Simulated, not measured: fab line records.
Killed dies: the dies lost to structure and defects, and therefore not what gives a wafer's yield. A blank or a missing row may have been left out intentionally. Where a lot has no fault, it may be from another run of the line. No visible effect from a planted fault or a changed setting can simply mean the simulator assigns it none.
Chamber matching :: flow gf180mcu :: rieDiel-04 running GF_V4_ETCH_16: 4 sister chambers
The step etches BARC in N2/H2. 4 wafers are shown with their chamber, then 12 later ones without.

## WAFERS WITH THEIR CHAMBER
wafer: L084.6
chamber: 3
drypumpMotorCurrentA (A): 5.6

wafer: L091.1
chamber: 0
drypumpMotorCurrentA (A): 4.8

wafer: L091.2
chamber: 2
drypumpMotorCurrentA (A): 6.0

wafer: L091.3
chamber: 1
drypumpMotorCurrentA (A): 6.5

## WAFERS WITHOUT THEIR CHAMBER
wafer: L092.2
drypumpMotorCurrentA (A): 4.8

wafer: L092.3
drypumpMotorCurrentA (A): 6.4

wafer: L092.6
drypumpMotorCurrentA (A): 5.9

wafer: L094.4
drypumpMotorCurrentA (A): 5.6

wafer: L094.5
drypumpMotorCurrentA (A): 5.9

wafer: L094.6
drypumpMotorCurrentA (A): 6.5

wafer: L095.1
drypumpMotorCurrentA (A): 4.8

wafer: L095.3
drypumpMotorCurrentA (A): 5.6

wafer: L095.4
drypumpMotorCurrentA (A): 6.5

wafer: L096.1
drypumpMotorCurrentA (A): 5.6

wafer: L096.3
drypumpMotorCurrentA (A): 6.5

wafer: L096.6
drypumpMotorCurrentA (A): 4.8

## WHICH CHAMBER EACH ONE RAN IN
wafer: L092.2
from the rows above: 0
in truth: 0

wafer: L092.3
from the rows above: 1
in truth: 1

wafer: L092.6
from the rows above: 2
in truth: 2

wafer: L094.4
from the rows above: 3
in truth: 3

wafer: L094.5
from the rows above: 2
in truth: 2

wafer: L094.6
from the rows above: 1
in truth: 1

wafer: L095.1
from the rows above: 0
in truth: 0

wafer: L095.3
from the rows above: 3
in truth: 3

wafer: L095.4
from the rows above: 1
in truth: 1

wafer: L096.1
from the rows above: 3
in truth: 3

wafer: L096.3
from the rows above: 1
in truth: 1

wafer: L096.6
from the rows above: 0
in truth: 0
Placed correctly: 12 of 12. Can't be placed from these rows: 0. Placed wrongly: 0.
How it was worked out, from the rows above alone: a wafer's distance from a chamber is the root of the sum, over the readings, of the square of ((its reading less the chamber's mean) divided by the reading's scatter). If the next closest chamber is less than 2 further off than the closest, the wafer can't be placed; otherwise it belongs to the closest. Each chamber's mean is taken over the wafers shown for it. The scatter: root of mean squared gap, hidden wafer to nearest shown wafer, with one shown wafer a chamber.
